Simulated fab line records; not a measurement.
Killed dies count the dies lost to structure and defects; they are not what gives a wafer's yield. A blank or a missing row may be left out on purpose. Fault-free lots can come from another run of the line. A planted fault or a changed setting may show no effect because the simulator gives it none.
Problem report in the 8D (eight disciplines) form, filled by code	flow sky130	the parts of the form that need people (team, actions taken, sign-off) are left out

1. WHAT WENT WRONG
head_pressure_psi at SKY_CONTACT_CMP_04 reads a mean of 4.151 psi on 6 wafers of 2 lots; wafers without a fault read 4.001 psi with a standard deviation of 0.0093. Measured from the usual mean, that is +16 standard deviations.
The step: polishes SiO2.
Seen first at day 35 22:25 on cmp-01, wafer L102.4. The record has a number at this step for 39 wafers belonging to 13 lots. Rule for "out" (also "out of limits"): further than 4 standard deviations from the usual mean. All remaining wafers that have a number are taken as sound.

2. WHAT IT IS AND WHAT IT IS NOT
question	is	is not
which readings at this step	head_pressure_psi	motor_current_A, time_to_endpoint_s
which lots	L102, L103	L106, L108, L985, L986, L988, L989, L990, L991, L992, L995, L999
which wafers of those lots	all that have a number	-
read on which tools	cmp-01	cmp-02
when	from day 35 22:25	up to then (27 sound wafers); but 6 sound wafers of L106, L108 came after

3. THE SUSPECTS, EACH WITH WHAT RULES IT OUT
Counting: a tool at a process step up to the reading stays a suspect if it ran every lot that is out and no sound lot after the first of them.
- cmp-01 at SKY_CONTACT_CMP_04 (polishes SiO2): kept. It processed each lot that is out, first L102 at day 35 22:25, and no sound lot thereafter; up to then, the last sound lot it processed was L999 at day 35 18:01. Its own head_pressure_psi readings are out on those wafers.
The count leaves cmp-01 at SKY_CONTACT_CMP_04.

4. THE CAUSE (what the simulator had put in)
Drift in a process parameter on cmp-01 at SKY_CONTACT_CMP_04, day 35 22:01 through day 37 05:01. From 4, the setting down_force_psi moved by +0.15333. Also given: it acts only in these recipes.
The count eliminated every tool but this one.

5. SEQUENCE OF EFFECTS, ordered by route
Rows list readings where the struck wafers' mean (over those with a number) sits beyond 3 standard deviations from the usual. Only readings whose record carries a usual standard deviation are examined. hours: median over the lots of the time between each lot's start at the first step of this table that gives one and its start at this step. sigmas: the change, counted in usual standard deviations.
hours	step	reading	usual	on struck wafers	change	sigmas
0	SKY_CONTACT_CMP_04	head_pressure_psi	4.001 psi	4.151	+0.150	+16
The process steps in it:
- SKY_CONTACT_CMP_04: polishes SiO2.

6. HOW IT WOULD HAVE BEEN CAUGHT EARLIER
In this record the first reading out of limits was taken at day 35 22:25, 0 hours after the fault began at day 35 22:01.
